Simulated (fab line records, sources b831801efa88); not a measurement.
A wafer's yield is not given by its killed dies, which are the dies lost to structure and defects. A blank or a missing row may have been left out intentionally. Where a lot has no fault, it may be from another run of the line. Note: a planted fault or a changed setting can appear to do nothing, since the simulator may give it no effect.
A struck lot beside a sound one    flow sky130    22 steps out of a route of 708
Sound: the wafers L573.1, L573.2, L573.4. Wafers L581.3, L581.5, L581.6 were the ones struck. Last of all comes the cause.
For every step that has rows: the tool of each side, followed by ch and its chambers, followed by its first start. Under that, the readings that differ: sound wafers    struck wafers    difference of the means    sigmas: that difference in standard deviations of wafers without a fault.
alike: a reading whose means differ by less than 2 such deviations, as well as words and numbers matching on both sides. not compared: withheld readings; readings where some wafer has no value; bounds like >300 that might hide an equal value; numbers whose values overlap and for which the record gives no deviation.
A row with sigmas, a row that says differs or no value, or rows on one side alone: a step with any of these is where the two part. Numbers that don't overlap but have no deviation are shown without sigmas and don't part them. Lack of a reading on every wafer of one side parts them only where that side has two or more wafers.

SKY_POLY_GATE_THK_MEAS_21:
  sound on film_metro-01 at day 16 19:17; struck on film_metro-01 at day 19 15:01
  alike: POLY_GATE_OXIDATION_THK
SKY_POLY_GATE_CD_MEAS_22:
  sound on cd_sem-01 at day 16 19:21; struck on cd_sem-01 at day 19 15:07
  alike: cd_nm
then, 7 steps without rows for these wafers: SKY_LDD_N_DEHYDRATE_00 (time 60 s); SKY_LDD_N_HMDS_01 (prime time 60 s); SKY_LDD_N_COAT_02 (resist thk 300 nm); SKY_LDD_N_SOFTBAKE_03 (time 60 s); SKY_LDD_N_EXPOSE_04 (exposes mask NTM, target cd 840 nm); SKY_LDD_N_PEB_05; SKY_LDD_N_DEVELOP_06 (develop time 60 s).
SKY_LDD_N_OVL_MEAS_07:
  sound on overlay-02 at day 18 01:25; struck on overlay-01 at day 20 21:12
  alike: LDD_N_OVL
then, 2 steps without rows for these wafers: SKY_LDD_N_IMPLANT_08; SKY_LDD_N_IMPLANT_09.
SKY_LDD_N_IMPLANT_10:
  sound on implanter-03 ch 0, day 18 01:45; struck on implanter-01 ch 0, day 20 21:34
reading             sound                          struck                         difference  sigmas
dose_ions_cm2       7.505e+13 7.497e+13 7.503e+13  5.507e+13 5.488e+13 5.476e+13  -2.011e+13  -99 or more
faraday_current_uA  414 424 423                    306 315 316                    -108        -13
  alike: rotation_deg
then, 5 steps without rows for these wafers: SKY_LDD_N_IMPLANT_11; SKY_LDD_N_IMPLANT_12; SKY_LDD_N_IMPLANT_13; SKY_LDD_N_IMPLANT_14; SKY_LDD_N_IMPLANT_15.
SKY_LDD_N_STRIP_16: strips in O2/N2.
  sound on plasma_asher-01 ch 0,1, day 18 02:39; struck on plasma_asher-02 ch 0,1, day 20 22:28
reading                       sound              struck             difference  sigmas
strip_time_to_endpoint_s (s)  4.335 4.314 4.285  4.266 4.242 4.272  -0.051      -4
  alike: drypump_motor_current_A, oes_product_au
  not compared: rf_hours_counter_h
SKY_LDD_N_TW_MEAS_17:
  sound on film_metro-02 at day 18 02:45; struck on film_metro-03 at day 20 22:32
reading   sound           struck          difference  sigmas
LDD_N_TW  2565 2591 2573  2537 2541 2531  -40         -3
then, 1 step without rows for these wafers: SKY_LDD_P_DEHYDRATE_00 (time 60 s).
-- record jumps: 27 days separate the struck wafers' starts on either side; left off in module LDD_P, taken up again in module PAD_OPEN, whose first shown step is the route's number 708 --
SKY_PAD_OPEN_PROBE_99:
  sound on prober-02 at day 45 22:58; struck on prober-01 at day 47 20:58
reading                      sound              struck             difference  sigmas
model.etest.tip_n.rs_ohm_sq  449.1 448.4 446.5  463.6 468.5 466.1  +18.1       
  alike: killed_at_M0_to_M3, killed_at_M4_up, killed_at_contacts, killed_at_front_end, killed_at_other, killed_dies, killed_open, killed_short

## WHERE THEY PART
At SKY_LDD_N_IMPLANT_10 first; at SKY_LDD_N_TW_MEAS_17 last (within this record only). Later steps at which nothing parts them and some readings are alike: SKY_PAD_OPEN_PROBE_99.

WHY: what had been put in by the simulator
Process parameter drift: implanter-01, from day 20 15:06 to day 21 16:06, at SKY_LDD_N_IMPLANT_10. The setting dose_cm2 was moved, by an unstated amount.
